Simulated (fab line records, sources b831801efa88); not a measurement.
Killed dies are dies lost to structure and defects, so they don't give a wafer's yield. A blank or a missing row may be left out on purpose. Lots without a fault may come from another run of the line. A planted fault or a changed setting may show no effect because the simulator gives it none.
fab line records | flow gf180mcu
record lots=13 wafers=39 last_day=34
route steps=602 shown PSD@261 NSD@262 V3@443 MIM@506
lots that met no fault: from a run of the same line without faults
start_h: hours from the record's first day to the start of the lot's first wafer shown | wait_h: hours since the lot's step before | " the same as in the row above | L1.1+2: a row that stands for several wafers | - no value, or no start given | * or withheld: withheld | < > ~ a bound
route shown NAME@n: a module of which the file shows steps, and the number in the route of the first | usual: mean/standard deviation of fault-free wafers | same: alike in all rows | chamber/n: place in a boat | sites: the reading at each site | _std_site: their standard deviation | _edge_site: outer sites' mean less inner sites' | radius_mm: how far each site lies from the wafer's centre | mask NAME#n: copy n | behind: the tool/chamber that last shaped the wafer | hold: why the lot was held/for how many hours/how that ended | device: the transistor (n, p or np) that didn't switch | end of line: the same wafers' tests at the end of the route | a step without rows: its recipe alone | killed: dies lost to structure and defects at the first sort, not the wafer's yield | map: a wafer's dies, x killed, . not, _ none there
set.NAME: the setting as run; set.NAME@STEP: as run at that earlier step | model.NAME: the simulator's own value behind a step, which no gauge read
steps of the route over a sample of lots; a table a step, a row a wafer
services: from which hour (start_h, from the record's first day; less than 0 if before it) a tool's chamber was out of use, for how many hours, and why
## steps
# step GF_PSD_RTA_13
# recipe temp_c=1025 time_s=20 ambient=N2
# usual lamp_power_pct=37.1/2.2 wafer_temp_C_max=1028.8/0.82
# same time_s=20
# columns lot.wafer tool chamber start_h wait_h lamp_power_pct wafer_temp_C_max
L320.1 rtp_anneal-01 0 347.75 0.0 39.7 1028.8
L320.2 " 0 " " 39.7 1028.6
L320.4 " 0 " " 39.6 1028.3
L322.1 rtp_anneal-01 0 364.62 0.0 39.6 1028.6
L322.4 " 0 " " 39.7 1027.6
L322.5 " 0 " " 39.7 1028.5
L324.2 rtp_anneal-02 0 378.26 0.0 35.3 1029.6
L324.4 " 0 " " 35.2 1028.5
L324.6 " 0 " " 35.3 1028.6
L326.1 rtp_anneal-01 0 396.79 0.0 39.7 1028.8
L326.4 " 0 " " 39.6 1028.1
L326.6 " 0 " " 39.7 1028.6
L330.1 rtp_anneal-01 0 432.96 0.0 42.2 1053.3
L330.3 " 0 " " 42.2 1053.2
L330.5 " 0 " " 42.3 1053.4
L331.1 rtp_anneal-01 0 437.74 0.0 42.2 1052.5
L331.4 " 0 " " 42.1 1053.3
L331.5 " 0 " " 42.2 1051.7
L332.2 rtp_anneal-02 0 447.29 0.0 35.2 1029.2
L332.3 " 0 " " 35.2 1028.5
L332.5 " 0 " " 35.3 1028.7
L333.1 rtp_anneal-02 0 459.90 0.0 35.2 1028.2
L333.2 " 0 " " 35.2 1029.5
L333.5 " 0 " " 35.2 1028.3
L334.2 rtp_anneal-02 0 461.29 0.0 35.2 1027.7
L334.5 " 0 " " 35.2 1028.2
L334.6 " 0 " " 35.2 1028.3
L336.2 rtp_anneal-02 0 478.64 0.0 35.2 1029.1
L336.3 " 0 " " 35.2 1028.2
L336.4 " 0 " " 35.2 1029.8
L337.2 rtp_anneal-02 0 490.94 0.0 35.2 1027.9
L337.3 " 0 " " 35.2 1028.9
L337.4 " 0 " " 35.2 1028.9
L338.2 rtp_anneal-01 0 499.91 0.0 39.7 1028.2
L338.3 " 0 " " 39.7 1027.2
L338.6 " 0 " " 39.7 1031.5
L340.2 rtp_anneal-01 0 509.50 0.0 39.6 1030.4
L340.3 " 0 " " 39.7 1028.5
L340.6 " 0 " " 39.6 1030.5
# step GF_PSD_RS_MEAS_14
# recipe thk_meas_gauge=four-point-probe
# usual NSD_RS=46.09/0.072
# columns lot.wafer tool chamber start_h wait_h NSD_RS[ohm/sq]
L320.1 film_metro-01 - 347.83 0.1 46.17
L320.2 " - " " 46.03
L320.4 " - " " 46.06
L322.1 film_metro-02 - 364.70 0.1 46.09
L322.4 " - " " 45.98
L322.5 " - " " 46.00
L324.2 film_metro-01 - 378.35 0.1 46.04
L324.4 " - " " 46.13
L324.6 " - " " 46.20
L326.1 film_metro-01 - 396.88 0.1 46.15
L326.4 " - " " 46.04
L326.6 " - " " 46.24
L330.1 film_metro-01 - 433.04 0.1 42.68
L330.3 " - " " 42.69
L330.5 " - " " 42.61
L331.1 film_metro-03 - 437.83 0.1 42.69
L331.4 " - " " 42.66
L331.5 " - " " 42.65
L332.2 film_metro-01 - 447.38 0.1 46.06
L332.3 " - " " 46.04
L332.5 " - " " 46.09
L333.1 film_metro-02 - 459.98 0.1 46.15
L333.2 " - " " 46.06
L333.5 " - " " 46.13
L334.2 film_metro-02 - 461.38 0.1 46.03
L334.5 " - " " 45.90
L334.6 " - " " 46.03
L336.2 film_metro-02 - 478.73 0.1 46.19
L336.3 " - " " 46.15
L336.4 " - " " 46.15
L337.2 film_metro-03 - 491.03 0.1 46.11
L337.3 " - " " 46.02
L337.4 " - " " 46.07
L338.2 film_metro-02 - 500.00 0.1 46.20
L338.3 " - " " 46.09
L338.6 " - " " 46.11
L340.2 film_metro-03 - 509.59 0.1 46.12
L340.3 " - " " 46.24
L340.6 " - " " 46.01
# step GF_PSD_RS_MEAS_15
# recipe thk_meas_gauge=four-point-probe
# usual PSD_RS=108.45/0.26
# columns lot.wafer tool chamber start_h wait_h PSD_RS[ohm/sq]
L320.1 film_metro-01 - 347.95 0.1 108.86
L320.2 " - " " 108.45
L320.4 " - " " 108.59
L322.1 film_metro-02 - 364.82 0.1 108.30
L322.4 " - " " 107.99
L322.5 " - " " 108.11
L324.2 film_metro-01 - 378.47 0.1 108.56
L324.4 " - " " 108.34
L324.6 " - " " 108.45
L326.1 film_metro-01 - 397.00 0.1 108.76
L326.4 " - " " 108.61
L326.6 " - " " 108.54
L330.1 film_metro-01 - 433.16 0.1 98.64
L330.3 " - " " 98.66
L330.5 " - " " 98.45
L331.1 film_metro-03 - 437.95 0.1 98.19
L331.4 " - " " 98.77
L331.5 " - " " 98.50
L332.2 film_metro-01 - 447.50 0.1 108.46
L332.3 " - " " 108.38
L332.5 " - " " 108.40
L333.1 film_metro-02 - 460.10 0.1 108.47
L333.2 " - " " 108.35
L333.5 " - " " 108.55
L334.2 film_metro-02 - 461.50 0.1 108.42
L334.5 " - " " 108.49
L334.6 " - " " 108.41
L336.2 film_metro-02 - 478.85 0.1 108.40
L336.3 " - " " 108.30
L336.4 " - " " 108.59
L337.2 film_metro-03 - 491.15 0.1 108.62
L337.3 " - " " 108.82
L337.4 " - " " 108.48
L338.2 film_metro-02 - 500.12 0.1 108.74
L338.3 " - " " 108.62
L338.6 " - " " 108.49
L340.2 film_metro-03 - 509.71 0.1 108.59
L340.3 " - " " 108.07
L340.6 " - " " 108.60
# step GF_V3_CD_MEAS_14
# recipe target_cd_nm=260
# usual cd_nm=259.8/1.1
# columns lot.wafer tool chamber start_h wait_h cd_nm
L320.1 cd_sem-01 - 546.25 0.1 259.6
L320.2 " - " " 259.5
L320.4 " - " " 260.7
L322.1 cd_sem-02 - 560.95 0.1 258.1
L322.4 " - " " 259.7
L322.5 " - " " 259.6
L324.2 cd_sem-01 - 573.49 0.1 259.6
L324.4 " - " " 259.8
L324.6 " - " " 259.7
L326.1 cd_sem-02 - 593.70 0.1 261.4
L326.4 " - " " 258.8
L326.6 " - " " 259.3
L330.1 cd_sem-02 - 624.20 0.1 257.9
L330.3 " - " " 259.1
L330.5 " - " " 259.4
L331.1 cd_sem-02 - 628.42 0.1 259.5
L331.4 " - " " 259.2
L331.5 " - " " 259.3
L332.2 cd_sem-01 - 636.69 0.1 259.9
L332.3 " - " " 260.2
L332.5 " - " " 260.6
L333.1 cd_sem-01 - 646.47 0.1 260.7
L333.2 " - " " 259.3
L333.5 " - " " 258.1
L334.2 cd_sem-02 - 646.84 0.1 259.6
L334.5 " - " " 261.2
L334.6 " - " " 259.1
L336.2 cd_sem-01 - 662.44 0.1 261.9
L336.3 " - " " 262.2
L336.4 " - " " 262.1
L337.2 cd_sem-02 - 673.14 0.1 259.3
L337.3 " - " " 259.5
L337.4 " - " " 259.3
L338.2 cd_sem-02 - 680.03 0.1 260.9
L338.3 " - " " 260.7
L338.6 " - " " 260.9
L340.2 cd_sem-01 - 686.88 0.1 259.7
L340.3 " - " " 259.1
L340.6 " - " " 258.9
# step GF_V3_THK_MEAS_25
# recipe thk_meas_gauge=xrf reads=W_of_V3_CVD_23
# usual V3_W_THK=365/8.5
# columns lot.wafer tool chamber start_h wait_h V3_W_THK[nm]
L320.1 film_metro-04 - 547.40 0.1 379
L320.2 " - " " 360
L320.4 " - " " 359
L322.1 film_metro-03 - 562.14 0.1 382
L322.4 " - " " 385
L322.5 " - " " 383
L324.2 film_metro-03 - 574.63 0.1 381
L324.4 " - " " 380
L324.6 " - " " 375
L326.1 film_metro-02 - 594.85 0.1 363
L326.4 " - " " 362
L326.6 " - " " 364
L330.1 film_metro-02 - 625.35 0.1 355
L330.3 " - " " 372
L330.5 " - " " 358
L331.1 film_metro-03 - 629.57 0.1 361
L331.4 " - " " 360
L331.5 " - " " 370
L332.2 film_metro-04 - 637.83 0.1 365
L332.3 " - " " 370
L332.5 " - " " 373
L333.1 film_metro-02 - 647.66 0.1 367
L333.2 " - " " 354
L333.5 " - " " 357
L334.2 film_metro-03 - 648.02 0.1 357
L334.5 " - " " 378
L334.6 " - " " 364
L336.2 film_metro-03 - 663.69 0.1 368
L336.3 " - " " 374
L336.4 " - " " 369
L337.2 film_metro-03 - 674.31 0.1 368
L337.3 " - " " 367
L337.4 " - " " 362
L338.2 film_metro-03 - 681.17 0.1 371
L338.3 " - " " 373
L338.6 " - " " 371
L340.2 film_metro-02 - 688.02 0.1 378
L340.3 " - " " 358
L340.6 " - " " 377
# step GF_MIM_SPUTTER_03
# recipe material=Ti target_thk_nm=10 substrate_temp_c=300 chamber_pressure_pa=0.3 power_w=3000 time_s=6.7
# usual throttle_valve_pct=29.8/1.1
# same time_s=6.7
# columns lot.wafer tool chamber start_h wait_h throttle_valve_pct
L320.1 pvd_sputter-02 - 595.02 0.0 27.9
L320.2 " - " " 31.0
L320.4 " - " " 30.5
L322.1 pvd_sputter-01 - 608.23 0.0 29.3
L322.4 " - " " 29.2
L322.5 " - " " 29.8
L324.2 pvd_sputter-01 - 620.14 0.0 27.5
L324.4 " - " " 29.4
L324.6 " - " " 27.7
L326.1 pvd_sputter-01 - 639.92 0.0 29.8
L326.4 " - " " 29.4
L326.6 " - " " 29.8
L330.1 pvd_sputter-01 - 668.58 0.0 29.1
L330.3 " - " " 29.5
L330.5 " - " " 29.3
L331.1 pvd_sputter-02 - 672.58 0.0 31.0
L331.4 " - " " 28.1
L331.5 " - " " 30.3
L332.2 pvd_sputter-04 - 680.50 0.0 30.6
L332.3 " - " " 31.3
L332.5 " - " " 30.9
L333.1 pvd_sputter-01 - 689.87 0.0 29.3
L333.2 " - " " 29.3
L333.5 " - " " 29.2
L334.2 pvd_sputter-01 - 690.27 0.0 29.4
L334.5 " - " " 29.1
L334.6 " - " " 27.8
L336.2 pvd_sputter-04 - 704.53 0.0 30.3
L336.3 " - " " 31.4
L336.4 " - " " 30.4
L337.2 pvd_sputter-04 - 715.06 0.0 30.3
L337.3 " - " " 31.5
L337.4 " - " " 30.3
L338.2 pvd_sputter-01 - 725.51 0.0 30.0
L338.3 " - " " 27.5
L338.6 " - " " 27.6
L340.2 pvd_sputter-01 - 727.83 0.0 29.1
L340.3 " - " " 27.7
L340.6 " - " " 29.1
## services
# columns tool chamber start_h hours kind
pvd_sputter-01 1 341.81 - consumable_replace:kit
pvd_sputter-01 1 341.81 18.0 scheduled_down
pvd_sputter-01 1 341.81 18.0 vent_cycle
pvd_sputter-04 1 344.37 - consumable_replace:kit
pvd_sputter-04 1 344.37 18.0 scheduled_down
pvd_sputter-04 1 344.37 18.0 vent_cycle
pvd_sputter-04 - 351.93 1.1 repair
pvd_sputter-01 - 360.90 1.8 repair
rtp_anneal-02 - 411.20 2.5 repair
rtp_anneal-02 - 440.16 0.7 pm
pvd_sputter-02 0 476.29 - consumable_replace:kit
pvd_sputter-02 0 476.29 18.0 scheduled_down
pvd_sputter-02 - 485.60 6.9 repair
pvd_sputter-01 0 519.26 - consumable_replace:kit
pvd_sputter-01 0 519.26 18.0 scheduled_down
pvd_sputter-01 0 519.26 18.0 vent_cycle
pvd_sputter-01 - 579.95 3.7 repair
pvd_sputter-04 0 611.62 - consumable_replace:kit
pvd_sputter-04 0 611.62 18.0 scheduled_down
pvd_sputter-04 0 611.62 18.0 vent_cycle
rtp_anneal-02 - 661.52 5.5 pm
pvd_sputter-01 3 662.57 - consumable_replace:kit
pvd_sputter-01 3 662.57 18.0 scheduled_down
pvd_sputter-01 3 662.57 18.0 vent_cycle
## key
first_sign step=GF_PSD_RTA_13 reading=wafer_temp_C_max direction=up sigmas=29 usual=* struck=*
effect step=GF_PSD_RTA_13 reading=lamp_power_pct direction=up sigmas=2.3 usual=37.1 struck=42.2
effect step=GF_PSD_RS_MEAS_14 reading=NSD_RS direction=down sigmas=48 usual=46.09 struck=42.67
effect step=GF_PSD_RS_MEAS_15 reading=PSD_RS direction=down sigmas=38 usual=108.45 struck=98.53
met_at GF_PSD_RTA_13
struck_lots L330,L331
tester_left_out L330,L331
not_acting_at GF_V3_CD_MEAS_14,GF_V3_THK_MEAS_25,GF_MIM_SPUTTER_03
onset_between 396.79 432.96
fault kind=process_parameter_drift tool=rtp_anneal-01 chamber=- onset_h=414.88 steps=GF_PSD_RTA_13 channel=temp_c offset=* shape=step end_h=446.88 acts_in=* stated=*
# tester_left_out: of these lots the tester's yield and bins aren't shown, on N5 and GAA mostly nor the transistor test; their killed dies are dies lost to structure and defects alone, not to doping, threshold or leakage, so they don't give the yield
